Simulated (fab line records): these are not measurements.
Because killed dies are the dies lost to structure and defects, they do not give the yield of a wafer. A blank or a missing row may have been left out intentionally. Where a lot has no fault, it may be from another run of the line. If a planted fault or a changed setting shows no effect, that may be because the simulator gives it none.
Which tool did it? || flow sky130 || 12 lots, 36 wafers sampled, at 5 steps of a route of 708

WHAT THE GAUGES SHOWED, per wafer
SKY_SONOS_ONO_THK_MEAS_05.
{"lot": "L126", "measured": "day 12 00:41", "on": "filmMetro-04", "SONOS_ONO_CVD_04_THK (nm)": "5.78 5.73 5.67"}
{"lot": "L127", "measured": "day 12 10:34", "on": "filmMetro-03", "SONOS_ONO_CVD_04_THK (nm)": "5.62 5.59 5.56"}
{"lot": "L129", "measured": "day 12 16:02", "on": "filmMetro-03", "SONOS_ONO_CVD_04_THK (nm)": "5.79 5.66 5.68"}
{"lot": "L135", "measured": "day 14 21:52", "on": "filmMetro-01", "SONOS_ONO_CVD_04_THK (nm)": "5.69 5.71 5.62"}
{"lot": "L136", "measured": "day 15 01:55", "on": "filmMetro-04", "SONOS_ONO_CVD_04_THK (nm)": "5.76 5.67 5.69"}
{"lot": "L137", "measured": "day 15 10:09", "on": "filmMetro-04", "SONOS_ONO_CVD_04_THK (nm)": "5.76 5.79 5.83"}
{"lot": "L138", "measured": "day 15 13:40", "on": "filmMetro-01", "SONOS_ONO_CVD_04_THK (nm)": "6.67 6.54 6.68"}
{"lot": "L139", "measured": "day 16 02:59", "on": "filmMetro-01", "SONOS_ONO_CVD_04_THK (nm)": "6.76 6.66 6.69"}
{"lot": "L140", "measured": "day 16 12:09", "on": "filmMetro-04", "SONOS_ONO_CVD_04_THK (nm)": "6.43 6.29 6.29"}
{"lot": "L147", "measured": "day 18 15:17", "on": "filmMetro-03", "SONOS_ONO_CVD_04_THK (nm)": "5.71 5.77 5.65"}
{"lot": "L148", "measured": "day 18 22:39", "on": "filmMetro-01", "SONOS_ONO_CVD_04_THK (nm)": "5.75 5.71 5.77"}
{"lot": "L149", "measured": "day 19 08:39", "on": "filmMetro-04", "SONOS_ONO_CVD_04_THK (nm)": "5.66 5.77 5.66"}

SKY_POLY_GATE_OVL_MEAS_14.
{"lot": "L126", "measured": "day 16 19:54", "on": "overlay-02", "POLY_GATE_OVL (nm)": "5 7 1"}
{"lot": "L127", "measured": "day 17 08:25", "on": "overlay-01", "POLY_GATE_OVL (nm)": "6 14 5"}
{"lot": "L129", "measured": "day 17 11:46", "on": "overlay-02", "POLY_GATE_OVL (nm)": "8 -1 8"}
{"lot": "L135", "measured": "day 20 01:37", "on": "overlay-02", "POLY_GATE_OVL (nm)": "8 2 -4"}
{"lot": "L136", "measured": "day 20 08:19", "on": "overlay-01", "POLY_GATE_OVL (nm)": "1 -8 2"}
{"lot": "L137", "measured": "day 20 16:10", "on": "overlay-02", "POLY_GATE_OVL (nm)": "-7 0 -3"}
{"lot": "L138", "measured": "day 20 20:19", "on": "overlay-02", "POLY_GATE_OVL (nm)": "-9 -10 -14"}
{"lot": "L139", "measured": "day 21 09:57", "on": "overlay-01", "POLY_GATE_OVL (nm)": "-4 -5 -6"}
{"lot": "L140", "measured": "day 21 23:28", "on": "overlay-02", "POLY_GATE_OVL (nm)": "-12 -2 -2"}
{"lot": "L147", "measured": "day 24 00:36", "on": "overlay-01", "POLY_GATE_OVL (nm)": "-5 -6 -3"}
{"lot": "L148", "measured": "day 24 07:42", "on": "overlay-02", "POLY_GATE_OVL (nm)": "0 4 0"}
{"lot": "L149", "measured": "day 24 17:48", "on": "overlay-02", "POLY_GATE_OVL (nm)": "-7 -10 -14"}

SKY_LOCAL_INTERCONNECT_RS_MEAS_01: measures by four-point-probe.
{"lot": "L126", "measured": "day 29 12:41", "on": "filmMetro-04", "LOCAL_INTERCONNECT_TIN_RS (ohm/sq)": "14.24 13.83 14.23"}
{"lot": "L127", "measured": "day 30 03:29", "on": "filmMetro-02", "LOCAL_INTERCONNECT_TIN_RS (ohm/sq)": "14.33 14.36 14.23"}
{"lot": "L129", "measured": "day 30 06:14", "on": "filmMetro-02", "LOCAL_INTERCONNECT_TIN_RS (ohm/sq)": "14.30 14.42 14.33"}
{"lot": "L135", "measured": "day 32 12:08", "on": "filmMetro-01", "LOCAL_INTERCONNECT_TIN_RS (ohm/sq)": "14.37 14.02 14.31"}
{"lot": "L136", "measured": "day 32 21:40", "on": "filmMetro-01", "LOCAL_INTERCONNECT_TIN_RS (ohm/sq)": "14.08 14.24 14.29"}
{"lot": "L137", "measured": "day 33 01:08", "on": "filmMetro-04", "LOCAL_INTERCONNECT_TIN_RS (ohm/sq)": "14.43 14.20 14.17"}
{"lot": "L138", "measured": "day 33 07:56", "on": "filmMetro-04", "LOCAL_INTERCONNECT_TIN_RS (ohm/sq)": "14.25 14.16 13.79"}
{"lot": "L139", "measured": "day 33 17:13", "on": "filmMetro-01", "LOCAL_INTERCONNECT_TIN_RS (ohm/sq)": "14.06 14.10 13.82"}
{"lot": "L140", "measured": "day 34 04:28", "on": "filmMetro-01", "LOCAL_INTERCONNECT_TIN_RS (ohm/sq)": "14.34 14.36 14.36"}
{"lot": "L147", "measured": "day 36 17:02", "on": "filmMetro-01", "LOCAL_INTERCONNECT_TIN_RS (ohm/sq)": "14.29 14.33 14.37"}
{"lot": "L148", "measured": "day 36 17:44", "on": "filmMetro-01", "LOCAL_INTERCONNECT_TIN_RS (ohm/sq)": "14.20 14.20 14.02"}
{"lot": "L149", "measured": "day 36 18:00", "on": "filmMetro-02", "LOCAL_INTERCONNECT_TIN_RS (ohm/sq)": "14.52 14.58 14.43"}

WHAT TOOL EACH LOT RAN ON (gives the tool, then ch and the chambers of the sampled wafers, and finally the start)
{"lot": "L126", "SKY_NWELL_STRIP_25": "plasmaAsher-02 ch 0,1, day 5 10:26", "SKY_SONOS_ONO_CVD_04": "lpcvd-03 ch 0, day 11 23:26"}
{"lot": "L127", "SKY_NWELL_STRIP_25": "plasmaAsher-04 ch 0,1, day 5 18:37", "SKY_SONOS_ONO_CVD_04": "lpcvd-03 ch 1, day 12 09:17"}
{"lot": "L129", "SKY_NWELL_STRIP_25": "plasmaAsher-04 ch 0,1, day 6 01:40", "SKY_SONOS_ONO_CVD_04": "lpcvd-03 ch 1, day 12 14:45"}
{"lot": "L135", "SKY_NWELL_STRIP_25": "plasmaAsher-02 ch 1, day 7 16:32", "SKY_SONOS_ONO_CVD_04": "lpcvd-03 ch 0, day 14 20:37"}
{"lot": "L136", "SKY_NWELL_STRIP_25": "plasmaAsher-02 ch 1, day 7 23:22", "SKY_SONOS_ONO_CVD_04": "lpcvd-03 ch 1, day 15 00:40"}
{"lot": "L137", "SKY_NWELL_STRIP_25": "plasmaAsher-04 ch 0,1, day 8 05:29", "SKY_SONOS_ONO_CVD_04": "lpcvd-03 ch 0, day 15 08:53"}
{"lot": "L138", "SKY_NWELL_STRIP_25": "plasmaAsher-02 ch 0,1, day 8 08:47", "SKY_SONOS_ONO_CVD_04": "lpcvd-03 ch 0, day 15 12:24"}
{"lot": "L139", "SKY_NWELL_STRIP_25": "plasmaAsher-04 ch 0,1, day 8 14:44", "SKY_SONOS_ONO_CVD_04": "lpcvd-03 ch 0, day 16 01:44"}
{"lot": "L140", "SKY_NWELL_STRIP_25": "plasmaAsher-02 ch 0,1, day 9 00:14", "SKY_SONOS_ONO_CVD_04": "lpcvd-03 ch 0, day 16 10:54"}
{"lot": "L147", "SKY_NWELL_STRIP_25": "plasmaAsher-04 ch 0,1, day 10 19:25", "SKY_SONOS_ONO_CVD_04": "lpcvd-03 ch 0, day 18 14:02"}
{"lot": "L148", "SKY_NWELL_STRIP_25": "plasmaAsher-02 ch 0,1, day 10 22:50", "SKY_SONOS_ONO_CVD_04": "lpcvd-03 ch 0, day 18 21:23"}
{"lot": "L149", "SKY_NWELL_STRIP_25": "plasmaAsher-02 ch 0,1, day 11 02:29", "SKY_SONOS_ONO_CVD_04": "lpcvd-03 ch 0, day 19 07:19"}
- SKY_NWELL_STRIP_25: strips in O2/N2.
- SKY_SONOS_ONO_CVD_04: deposits SiO2 from SiH4/N2O, target thk 5.7199 nm.

AS READ BY THE TOOLS THEMSELVES (means over the sampled wafers that have a number; for cases with no such wafer, the mark the record gives instead)
SKY_NWELL_STRIP_25.
{"lot": "L126", "tool": "plasmaAsher-02", "drypumpMotorCurrentA (A)": 5.91, "o2FlowSccm (sccm)": 3000, "oesProductAu (a.u.)": 0.724, "stripTimeToEndpointS (s)": 37.02}
{"lot": "L127", "tool": "plasmaAsher-04", "drypumpMotorCurrentA (A)": 5.27, "o2FlowSccm (sccm)": 2998, "oesProductAu (a.u.)": 0.723, "stripTimeToEndpointS (s)": 36.80}
{"lot": "L129", "tool": "plasmaAsher-04", "drypumpMotorCurrentA (A)": 5.25, "o2FlowSccm (sccm)": 2990, "oesProductAu (a.u.)": 0.724, "stripTimeToEndpointS (s)": 37.01}
{"lot": "L135", "tool": "plasmaAsher-02", "drypumpMotorCurrentA (A)": 5.72, "o2FlowSccm (sccm)": 2993, "oesProductAu (a.u.)": 0.723, "stripTimeToEndpointS (s)": 36.91}
{"lot": "L136", "tool": "plasmaAsher-02", "drypumpMotorCurrentA (A)": 5.73, "o2FlowSccm (sccm)": 3006, "oesProductAu (a.u.)": 0.723, "stripTimeToEndpointS (s)": 36.83}
{"lot": "L137", "tool": "plasmaAsher-04", "drypumpMotorCurrentA (A)": 5.29, "o2FlowSccm (sccm)": 2999, "oesProductAu (a.u.)": 0.725, "stripTimeToEndpointS (s)": 36.82}
{"lot": "L138", "tool": "plasmaAsher-02", "drypumpMotorCurrentA (A)": 5.92, "o2FlowSccm (sccm)": 2997, "oesProductAu (a.u.)": 0.725, "stripTimeToEndpointS (s)": 37.19}
{"lot": "L139", "tool": "plasmaAsher-04", "drypumpMotorCurrentA (A)": 5.42, "o2FlowSccm (sccm)": 2997, "oesProductAu (a.u.)": 0.720, "stripTimeToEndpointS (s)": 36.97}
{"lot": "L140", "tool": "plasmaAsher-02", "drypumpMotorCurrentA (A)": 5.91, "o2FlowSccm (sccm)": 3000, "oesProductAu (a.u.)": 0.721, "stripTimeToEndpointS (s)": 37.12}
{"lot": "L147", "tool": "plasmaAsher-04", "drypumpMotorCurrentA (A)": 5.27, "o2FlowSccm (sccm)": 2996, "oesProductAu (a.u.)": 0.722, "stripTimeToEndpointS (s)": 37.06}
{"lot": "L148", "tool": "plasmaAsher-02", "drypumpMotorCurrentA (A)": 5.89, "o2FlowSccm (sccm)": 3001, "oesProductAu (a.u.)": 0.726, "stripTimeToEndpointS (s)": 37.00}
{"lot": "L149", "tool": "plasmaAsher-02", "drypumpMotorCurrentA (A)": 5.92, "o2FlowSccm (sccm)": 3007, "oesProductAu (a.u.)": 0.723, "stripTimeToEndpointS (s)": 37.03}

SKY_SONOS_ONO_CVD_04.
{"lot": "L126", "tool": "lpcvd-03", "spikeTcUpperC (C)": 900.6}
{"lot": "L127", "tool": "lpcvd-03", "spikeTcUpperC (C)": 901.6}
{"lot": "L129", "tool": "lpcvd-03", "spikeTcUpperC (C)": 900.1}
{"lot": "L135", "tool": "lpcvd-03", "spikeTcUpperC (C)": 901.6}
{"lot": "L136", "tool": "lpcvd-03", "spikeTcUpperC (C)": 901.0}
{"lot": "L137", "tool": "lpcvd-03", "spikeTcUpperC (C)": 901.4}
{"lot": "L138", "tool": "lpcvd-03", "spikeTcUpperC (C)": 901.4}
{"lot": "L139", "tool": "lpcvd-03", "spikeTcUpperC (C)": 901.1}
{"lot": "L140", "tool": "lpcvd-03", "spikeTcUpperC (C)": 901.6}
{"lot": "L147", "tool": "lpcvd-03", "spikeTcUpperC (C)": 900.5}
{"lot": "L148", "tool": "lpcvd-03", "spikeTcUpperC (C)": 901.1}
{"lot": "L149", "tool": "lpcvd-03", "spikeTcUpperC (C)": 901.2}

THE ANSWER, worked out from the rows above alone
Rule: the lots themselves supply what counts as usual. The widest of any qualifying gaps counts: lots, ordered by their means at a reading, are off when they make up no more than a third of the lots, leave a main group of 4 or more, and stand apart from it by 3 or more times the standard deviation of that group's means. A main group whose means are all the same, to the digits that the tables above print for the reading, isn't used. Also off: a lot with no number at a reading for which 4 or more lots have one. Where the step has rows for the other lots, those lots are counted as sound. First the gauges in route order, then the tools' own readings, where a lot's mean is used as printed above. The first step at which some lot is off is used, and at that step the reading that is off furthest; a lot without a number counts as furthest.
Off: L138, L139, L140, at SKY_SONOS_ONO_THK_MEAS_05 (SONOS_ONO_CVD_04_THK). Mean 5.71 nm and standard deviation 0.052 in the main group.
A tool fits if, at a process step before that reading, it ran every lot that is off, and no sound lot after the first of them. Gauges at SKY_SONOS_ONO_THK_MEAS_05: tried the same way as those tools. Not one of the candidates tried fits.

WHAT HAD BEEN PUT IN BY THE SIMULATOR
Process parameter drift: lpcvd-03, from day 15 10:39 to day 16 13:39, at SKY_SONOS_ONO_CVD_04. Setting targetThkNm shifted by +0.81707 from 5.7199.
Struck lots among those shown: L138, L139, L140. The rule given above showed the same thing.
